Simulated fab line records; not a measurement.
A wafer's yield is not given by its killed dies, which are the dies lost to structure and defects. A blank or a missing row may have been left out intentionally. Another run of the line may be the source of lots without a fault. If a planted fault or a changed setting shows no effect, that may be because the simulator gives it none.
fab line records    flow sky130
record: lots: 12  wafers: 36  lastDay: 50
route steps=708 shown LI_CONTACT@382 CONTACT@408 PAD_OPEN@708
lots with no fault: from the same line, run without faults
startH: the number of hours between the record's first day and the start of the first shown wafer of the lot    waitH: hours from the lot's prior step to this one    " same as the row above    L1.1+2: a single row standing in for several wafers    - no value present, or no start provided    * or withheld: withheld    < > ~ a bound
route shown NAME@n: NAME is a module with steps in the file, n the number in the route of the first one    usual: the fault-free wafers' mean and standard deviation    same: alike in all rows    chamber/n: place in a boat    sites: the reading at each site    _std_site: their standard deviation    _edge_site: inner sites' mean taken away from outer sites' mean    radiusMm: how far each site lies from the wafer's centre    mask NAME#n: copy n    behind: the tool/chamber that last shaped the wafer    hold: why the lot went on hold/how many hours it stayed there/how the hold came to an end    device: names the non-switching transistor (n, p or np)    end of line: tests run on the same wafers once the route is complete    where a step has no rows: the recipe by itself    killed: at the first sort, the dies lost to defects and structure; wafer yield is something else    map: a wafer's dies, x killed, . not, _ none there
set.NAME: the run value of the setting; set.NAME@STEP: its run value at that earlier step    model.NAME: the simulator's own value behind a step, which no gauge read
steps of the route over a sample of lots; a table a step, a row a wafer
services: when a tool's chamber went out of use (startH, in hours from the record's first day, below 0 if earlier), for how many hours, and the reason
== steps ==
step: SKY_LI_CONTACT_SPUTTER_20
recipe: material: TiN  targetThkNm: 20  chamberPressurePa: 5  powerW: 4000  timeS: 80
usual: throttleValvePct: 29.9/0.64
lot.wafer  tool           chamber  startH  waitH  throttleValvePct
L348.1     pvdSputter-04  -        680.59  0.0    30.9
L348.3     "              -        "       "      30.1
L348.5     "              -        "       "      30.4
L349.1     pvdSputter-03  -        684.83  0.0    29.4
L349.2     "              -        "       "      29.2
L349.3     "              -        "       "      29.4
L352.1     pvdSputter-04  -        710.52  0.0    30.0
L352.3     "              -        "       "      29.7
L352.6     "              -        "       "      30.4
L353.1     pvdSputter-01  -        727.03  0.0    30.6
L353.3     "              -        "       "      29.1
L353.4     "              -        "       "      31.0
L355.4     pvdSputter-03  -        740.65  0.0    29.8
L355.5     "              -        "       "      28.9
L355.6     "              -        "       "      30.7
L356.1     pvdSputter-01  -        748.68  0.0    30.5
L356.2     "              -        "       "      31.0
L356.4     "              -        "       "      29.0
L359.2     pvdSputter-04  -        776.88  0.0    30.8
L359.3     "              -        "       "      30.4
L359.4     "              -        "       "      29.6
L365.1     pvdSputter-04  -        814.68  0.0    30.8
L365.3     "              -        "       "      29.6
L365.6     "              -        "       "      29.8
L366.3     pvdSputter-04  -        821.95  0.0    29.8
L366.5     "              -        "       "      30.4
L366.6     "              -        "       "      29.4
L367.2     pvdSputter-04  -        828.64  0.0    30.8
L367.3     "              -        "       "      30.0
L367.4     "              -        "       "      29.4
L368.1     pvdSputter-01  -        839.20  0.0    30.7
L368.5     "              -        "       "      31.0
L368.6     "              -        "       "      30.8
L369.2     pvdSputter-04  -        841.78  0.0    31.0
L369.4     "              -        "       "      29.6
L369.6     "              -        "       "      30.1
step: SKY_LI_CONTACT_CVD_21
recipe: material: W  targetThkNm: 400  timeS: 120.56  tempC: 400  pressureTorr: 40
usual: heaterPowerW: 899/130
lot.wafer  tool     chamber  startH  waitH  heaterPowerW
L348.1     cvdW-02  1        680.65  0.0    692
L348.3     "        1        "       "      702
L348.5     "        1        "       "      713
L349.1     cvdW-01  1        684.89  0.0    1062
L349.2     "        0        "       "      879
L349.3     "        1        "       "      1021
L352.1     cvdW-02  1        710.59  0.0    704
L352.3     "        0        "       "      973
L352.6     "        0        "       "      946
L353.1     cvdW-01  0        727.09  0.0    875
L353.3     "        1        "       "      1051
L353.4     "        0        "       "      888
L355.4     cvdW-02  1        740.75  0.1    711
L355.5     "        1        "       "      702
L355.6     "        0        "       "      961
L356.1     cvdW-02  0        748.74  0.0    970
L356.2     "        1        "       "      702
L356.4     "        0        "       "      987
L359.2     cvdW-01  0        776.94  0.0    889
L359.3     "        0        "       "      903
L359.4     "        1        "       "      1041
L365.1     cvdW-01  1        814.74  0.0    1070
L365.3     "        1        "       "      1054
L365.6     "        1        "       "      1052
L366.3     cvdW-02  0        822.05  0.1    977
L366.5     "        1        "       "      714
L366.6     "        0        "       "      993
L367.2     cvdW-02  1        828.71  0.0    709
L367.3     "        1        "       "      696
L367.4     "        0        "       "      965
L368.1     cvdW-01  0        839.27  0.0    876
L368.5     "        1        "       "      1064
L368.6     "        0        "       "      874
L369.2     cvdW-02  0        841.84  0.0    988
L369.4     "        0        "       "      973
L369.6     "        0        "       "      953
step: SKY_CONTACT_HDPCVD_02
recipe: material: SiO2  targetThkNm: 565  sigmaOpenFrac: 0.3  timeS: 94.2  tempC: 600  sih4FlowSccm: 60  pressureMtorr: 6
usual: sih4FlowSccm: 60.00/0.18
lot.wafer  tool       chamber  startH  waitH  sih4FlowSccm
L348.1     hdpcvd-01  0        710.78  0.1    60.17
L348.3     "          2        "       "      60.06
L348.5     "          2        "       "      59.75
L349.1     hdpcvd-01  1        714.38  0.1    59.84
L349.2     "          2        "       "      59.87
L349.3     "          0        "       "      60.20
L352.1     hdpcvd-01  1        739.26  0.1    60.02
L352.3     "          0        "       "      60.50
L352.6     "          1        "       "      59.79
L353.1     hdpcvd-02  0        755.75  0.1    60.18
L353.3     "          1        "       "      59.95
L353.4     "          1        "       "      60.15
L355.4     hdpcvd-02  2        769.67  0.1    60.32
L355.5     "          1        "       "      60.05
L355.6     "          0        "       "      60.07
L356.1     hdpcvd-02  2        777.78  0.1    60.29
L356.2     "          0        "       "      60.15
L356.4     "          0        "       "      59.97
L359.2     hdpcvd-01  2        804.98  0.0    60.28
L359.3     "          1        "       "      60.09
L359.4     "          0        "       "      59.73
L365.1     hdpcvd-01  1        842.83  0.1    72.01
L365.3     "          0        "       "      72.02
L365.6     "          2        "       "      71.90
L366.3     hdpcvd-01  1        850.25  0.1    72.09
L366.5     "          1        "       "      71.98
L366.6     "          2        "       "      72.27
L367.2     hdpcvd-02  1        856.73  0.0    60.31
L367.3     "          2        "       "      59.69
L367.4     "          0        "       "      60.09
L368.1     hdpcvd-02  0        867.23  0.1    60.27
L368.5     "          1        "       "      59.75
L368.6     "          0        "       "      60.11
L369.2     hdpcvd-02  2        870.11  0.0    59.82
L369.4     "          1        "       "      60.08
L369.6     "          2        "       "      59.92
step: SKY_CONTACT_THK_MEAS_03
recipe: reads: SiO2_of_CONTACT_HDPCVD_02
usual: CONTACT_HDPCVD_THK: 568/5.5
lot.wafer  tool          chamber  startH  waitH  CONTACT_HDPCVD_THK[nm]
L348.1     filmMetro-01  -        710.84  0.0    560
L348.3     "             -        "       "      561
L348.5     "             -        "       "      566
L349.1     filmMetro-01  -        714.45  0.0    563
L349.2     "             -        "       "      564
L349.3     "             -        "       "      560
L352.1     filmMetro-01  -        739.33  0.0    569
L352.3     "             -        "       "      561
L352.6     "             -        "       "      558
L353.1     filmMetro-01  -        755.82  0.0    564
L353.3     "             -        "       "      572
L353.4     "             -        "       "      563
L355.4     filmMetro-04  -        769.73  0.0    576
L355.5     "             -        "       "      575
L355.6     "             -        "       "      571
L356.1     filmMetro-03  -        777.85  0.0    564
L356.2     "             -        "       "      565
L356.4     "             -        "       "      568
L359.2     filmMetro-03  -        805.06  0.0    566
L359.3     "             -        "       "      566
L359.4     "             -        "       "      560
L365.1     filmMetro-01  -        842.90  0.0    677
L365.3     "             -        "       "      686
L365.6     "             -        "       "      676
L366.3     filmMetro-04  -        850.34  0.1    679
L366.5     "             -        "       "      686
L366.6     "             -        "       "      682
L367.2     filmMetro-01  -        856.81  0.0    578
L367.3     "             -        "       "      570
L367.4     "             -        "       "      568
L368.1     filmMetro-01  -        867.30  0.0    573
L368.5     "             -        "       "      570
L368.6     "             -        "       "      562
L369.2     filmMetro-01  -        870.19  0.0    568
L369.4     "             -        "       "      566
L369.6     "             -        "       "      563
step: SKY_CONTACT_CMP_04
recipe: material: SiO2  downForcePsi: 4  platenRpm: 60  padVelocityMS: 0.94248
usual: motorCurrentA: 12.7/1.6  timeToEndpointS: 81/4.5
lot.wafer  tool    chamber  startH  waitH  motorCurrentA  timeToEndpointS
L348.1     cmp-02  1        710.97  0.1    11.5           83
L348.3     "       3        "       "      14.7           84
L348.5     "       1        "       "      11.7           87
L349.1     cmp-01  1        714.52  0.1    12.6           82
L349.3     "       3        "       "      11.1           78
L349.2     "       0        "       "      11.3           82
L352.3     cmp-02  1        739.49  0.1    11.9           81
L352.1     "       2        "       "      14.1           88
L352.6     "       0        "       "      11.1           87
L353.1     cmp-02  3        755.88  0.1    16.4           76
L353.3     "       0        "       "      11.5           81
L353.4     "       2        "       "      14.2           79
L355.4     cmp-02  0        769.91  0.2    12.0           85
L355.5     "       1        "       "      11.4           76
L355.6     "       2        "       "      13.9           78
L356.2     cmp-02  2        778.28  0.4    14.2           82
L356.4     "       3        "       "      15.8           81
L356.1     "       1        "       "      11.4           80
L359.3     cmp-02  1        805.11  0.0    11.9           78
L359.2     "       3        "       "      15.3           77
L359.4     "       0        "       "      11.8           79
L365.1     cmp-01  0        842.96  0.1    10.7           127
L365.3     "       3        "       "      11.5           120
L365.6     "       1        "       "      12.8           121
L366.3     cmp-01  3        850.38  0.0    11.8           124
L366.6     "       3        "       "      10.9           123
L366.5     "       0        "       "      11.4           128
L367.2     cmp-02  1        856.91  0.1    10.9           75
L367.4     "       2        "       "      14.0           75
L367.3     "       3        "       "      15.7           78
L368.1     cmp-01  3        867.36  0.1    10.7           84
L368.5     "       3        "       "      10.8           83
L368.6     "       0        "       "      11.1           81
L369.4     cmp-02  0        870.34  0.1    11.2           78
L369.2     "       1        "       "      11.8           76
L369.6     "       2        "       "      14.0           76
step: SKY_CONTACT_BOW_MEAS_05
recipe: mode: bow
usual: CONTACT_BOW: 83/6.6
lot.wafer  tool          chamber  startH  waitH  CONTACT_BOW[um]
L348.1     filmMetro-04  -        711.22  0.2    89
L348.3     "             -        "       "      81
L348.5     "             -        "       "      77
L349.1     filmMetro-01  -        714.82  0.2    88
L349.2     "             -        "       "      77
L349.3     "             -        "       "      83
L352.1     filmMetro-01  -        739.69  0.1    89
L352.3     "             -        "       "      79
L352.6     "             -        "       "      80
L353.1     filmMetro-01  -        756.18  0.2    75
L353.3     "             -        "       "      84
L353.4     "             -        "       "      70
L355.4     filmMetro-01  -        770.12  0.2    83
L355.5     "             -        "       "      87
L355.6     "             -        "       "      89
L356.1     filmMetro-01  -        778.58  0.1    82
L356.2     "             -        "       "      95
L356.4     "             -        "       "      86
L359.2     filmMetro-01  -        805.43  0.2    79
L359.3     "             -        "       "      78
L359.4     "             -        "       "      96
L365.1     filmMetro-03  -        843.26  0.2    85
L365.3     "             -        "       "      80
L365.6     "             -        "       "      91
L366.3     filmMetro-04  -        850.72  0.3    77
L366.5     "             -        "       "      80
L366.6     "             -        "       "      88
L367.2     filmMetro-04  -        857.18  0.2    96
L367.3     "             -        "       "      82
L367.4     "             -        "       "      69
L368.1     filmMetro-03  -        867.66  0.2    76
L368.5     "             -        "       "      90
L368.6     "             -        "       "      78
L369.2     filmMetro-01  -        870.56  0.1    85
L369.4     "             -        "       "      78
L369.6     "             -        "       "      75
step: SKY_PAD_OPEN_PROBE_99
usual: killed_at_M0_to_M3: 44/7.1  killed_at_M4_up: 3.3/1.8  killedAtContacts: 23/5.5  killedAtFrontEnd: 15/4.5  killedAtOther: 0.2/0.48  killedDies: 85/8.4  killedOnRim: 17/3.5  killedOpen: 46/6.6  killedShort: 39/6.1
same: grossDies: 492  killedAtBackSide: 0
lot.wafer  tool       chamber  startH   waitH  killed_at_M0_to_M3  killed_at_M4_up  killedAtContacts  killedAtFrontEnd  killedAtOther  killedDies  killedOnRim  killedOpen  killedShort
L355.4     prober-01  -        1124.42  0.2    53                  3                14                13                0              83          16           37          46
L355.5     prober-01  -        1124.47  0.2    44                  3                15                10                0              72          15           49          23
L355.6     prober-01  -        1124.52  0.2    42                  5                25                10                1              83          18           43          40
L356.1     prober-02  -        1129.82  0.1    37                  4                37                15                1              94          15           56          37
L356.2     prober-02  -        1129.87  0.1    42                  3                22                12                0              79          16           42          37
L356.4     prober-02  -        1129.97  0.2    45                  3                35                16                0              99          23           54          45
L366.3     prober-01  -        1182.17  0.2    31                  1                29                11                0              72          17           39          33
L366.5     prober-01  -        1182.27  0.2    47                  1                24                14                1              87          12           48          38
L366.6     prober-01  -        1182.32  0.2    44                  5                29                13                0              91          22           54          35
L367.2     prober-02  -        1185.08  0.1    43                  2                26                13                1              85          12           44          40
L367.3     prober-02  -        1185.13  0.2    39                  4                28                13                0              84          16           41          43
L367.4     prober-02  -        1185.18  0.2    44                  6                31                15                1              97          24           46          50
L368.1     prober-01  -        1189.41  0.1    41                  2                29                17                0              89          20           46          43
L368.5     prober-01  -        1189.61  0.2    59                  3                20                8                 1              91          16           58          33
L368.6     prober-01  -        1189.66  0.2    37                  4                14                19                0              74          15           40          34
killed by level:class
L355.4 VIA1:geometricParticle:open=14 VIA3:geometricParticle:open=8 VIA1:geometricParticle:short=7 FIELD_ISO:geometricParticle:short=6 VIA2:geometricParticle:short=6 METAL2:geometricParticle:short=5 LOCAL_INTERCONNECT:geometricParticle:short=4 VIA2:geometricParticle:open=4
L355.5 VIA1:geometricParticle:open=12 VIA2:geometricParticle:open=7 CONTACT:geometricParticle:open=6 FIELD_ISO:geometricParticle:open=5 VIA1:geometricParticle:short=5 LI_CONTACT:geometricParticle:open=4 VIA3:geometricParticle:open=4 METAL1:geometricParticle:open=3
L355.6 VIA1:geometricParticle:open=10 LI_CONTACT:geometricParticle:open=9 METAL2:geometricParticle:short=9 CONTACT:geometricParticle:open=6 VIA3:geometricParticle:open=6 METAL4:geometricParticle:short=4 CONTACT:geometricParticle:short=4 VIA1:geometricParticle:short=4
L356.1 CONTACT:geometricParticle:open=15 VIA1:geometricParticle:open=11 CONTACT:geometricParticle:short=10 VIA2:geometricParticle:open=9 FIELD_ISO:geometricParticle:open=6 LI_CONTACT:geometricParticle:open=4 FIELD_ISO:geometricParticle:short=3 LI_CONTACT:geometricParticle:short=3
L356.2 CONTACT:geometricParticle:open=11 VIA3:geometricParticle:open=8 VIA1:geometricParticle:open=7 METAL1:geometricParticle:short=6 VIA1:geometricParticle:short=6 CONTACT:geometricParticle:short=5 VIA2:geometricParticle:open=4 POLY_GATE:geometricParticle:open=3
L356.4 CONTACT:geometricParticle:open=15 VIA1:geometricParticle:open=11 CONTACT:geometricParticle:short=8 VIA2:geometricParticle:open=7 METAL2:geometricParticle:short=6 LI_CONTACT:geometricParticle:open=6 METAL1:geometricParticle:short=6 VIA3:geometricParticle:open=5
L366.3 CONTACT:geometricParticle:open=9 LI_CONTACT:geometricParticle:open=7 LOCAL_INTERCONNECT:geometricParticle:short=7 VIA1:geometricParticle:open=7 VIA2:geometricParticle:open=6 METAL1:geometricParticle:short=4 VIA2:geometricParticle:short=4 POLY_GATE:geometricParticle:short=3
L366.5 CONTACT:geometricParticle:open=10 VIA1:geometricParticle:open=9 VIA2:geometricParticle:open=8 VIA3:geometricParticle:open=7 CONTACT:geometricParticle:short=6 POLY_GATE:geometricParticle:open=5 METAL1:geometricParticle:short=5 POLY_GATE:geometricParticle:short=4
L366.6 CONTACT:geometricParticle:open=11 VIA1:geometricParticle:open=11 VIA3:geometricParticle:open=8 LI_CONTACT:geometricParticle:open=7 CONTACT:geometricParticle:short=6 VIA2:geometricParticle:open=6 METAL3:geometricParticle:short=5 VIA1:geometricParticle:short=4
L367.2 VIA1:geometricParticle:open=13 LI_CONTACT:geometricParticle:open=9 VIA3:geometricParticle:short=7 CONTACT:geometricParticle:open=6 LI_CONTACT:geometricParticle:short=5 VIA3:geometricParticle:open=5 METAL2:geometricParticle:short=4 POLY_GATE:geometricParticle:open=3
L367.3 CONTACT:geometricParticle:open=11 VIA3:geometricParticle:open=8 LI_CONTACT:geometricParticle:open=7 VIA1:geometricParticle:open=5 METAL3:geometricParticle:short=5 VIA3:geometricParticle:short=5 FIELD_ISO:geometricParticle:short=4 CONTACT:geometricParticle:short=4
L367.4 VIA1:geometricParticle:open=13 CONTACT:geometricParticle:open=12 LI_CONTACT:geometricParticle:open=8 VIA1:geometricParticle:short=7 POLY_GATE:geometricParticle:short=5 LOCAL_INTERCONNECT:geometricParticle:short=5 CONTACT:geometricParticle:short=5 METAL1:geometricParticle:short=5
L368.1 VIA2:geometricParticle:open=13 CONTACT:geometricParticle:open=9 LI_CONTACT:geometricParticle:open=8 FIELD_ISO:geometricParticle:open=6 FIELD_ISO:geometricParticle:short=6 CONTACT:geometricParticle:short=6 VIA1:geometricParticle:short=6 VIA1:geometricParticle:open=4
L368.5 VIA1:geometricParticle:open=14 VIA2:geometricParticle:open=13 LI_CONTACT:geometricParticle:open=8 VIA3:geometricParticle:open=7 CONTACT:geometricParticle:open=6 METAL1:geometricParticle:short=5 VIA1:geometricParticle:short=5 METAL2:geometricParticle:short=5
L368.6 FIELD_ISO:geometricParticle:open=11 VIA3:geometricParticle:open=8 VIA2:geometricParticle:open=5 FIELD_ISO:geometricParticle:short=4 LI_CONTACT:geometricParticle:open=4 METAL1:geometricParticle:short=4 METAL2:geometricParticle:short=4 VIA2:geometricParticle:short=4
== services ==
tool           chamber  startH  hours  kind
cvdW-02        -        659.25  0.5    repair
cmp-02         -        667.72  6.6    pm
cvdW-02        -        694.47  0.2    repair
pvdSputter-04  -        698.50  5.5    repair
pvdSputter-03  -        705.05  0.6    repair
cmp-02         -        723.19  4.5    repair
cvdW-01        1        736.98  1.4    repair
cmp-02         -        744.22  4.0    pm
cmp-01         -        746.10  2.8    repair
cmp-01         -        746.51  1.0    repair
hdpcvd-01      0        751.39  10.6   repair
pvdSputter-04  -        751.46  0.8    repair
cmp-02         -        774.28  1.3    repair
cmp-01         -        776.18  4.8    pm
pvdSputter-03  -        799.32  3.9    repair
cmp-02         -        806.58  1.6    repair
pvdSputter-01  -        809.58  3.2    repair
cmp-02         -        810.17  1.5    repair
hdpcvd-01      -        821.28  2.8    pm
cmp-01         -        829.90  1.3    repair
hdpcvd-01      -        834.35  6.0    pm
hdpcvd-01      0        845.01  18.3   repair
pvdSputter-01  -        863.00  1.5    repair
pvdSputter-04  -        865.26  4.3    repair
== key ==
firstSign: step: SKY_CONTACT_HDPCVD_02  reading: sih4FlowSccm  direction: up  sigmas: 67  usual: 60.00  struck: 72.04
effect: step: SKY_CONTACT_THK_MEAS_03  reading: CONTACT_HDPCVD_THK  direction: up  sigmas: 21  usual: 568  struck: 681
effect: step: SKY_CONTACT_CMP_04  reading: timeToEndpointS  direction: up  sigmas: 9.4  usual: *  struck: *
metAt SKY_CONTACT_HDPCVD_02
struckLots L365,L366
testerLeftOut L365,L366
notActingAt SKY_LI_CONTACT_SPUTTER_20,SKY_LI_CONTACT_CVD_21,SKY_CONTACT_BOW_MEAS_05
onsetBetween 804.98 842.83
fault: kind: processParameterDrift  tool: hdpcvd-01  chamber: -  onsetH: 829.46  steps: SKY_CONTACT_HDPCVD_02  channel: sih4FlowSccm  offset: 12  shape: step  endH: 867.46  actsIn: theseRecipesOnly  stated: 60
testerLeftOut: of these lots the tester's yield and bins aren't shown, on N5 and GAA mostly nor the transistor test; their killed dies are dies lost to structure and defects alone, not to doping, threshold or leakage, so they don't give the yield
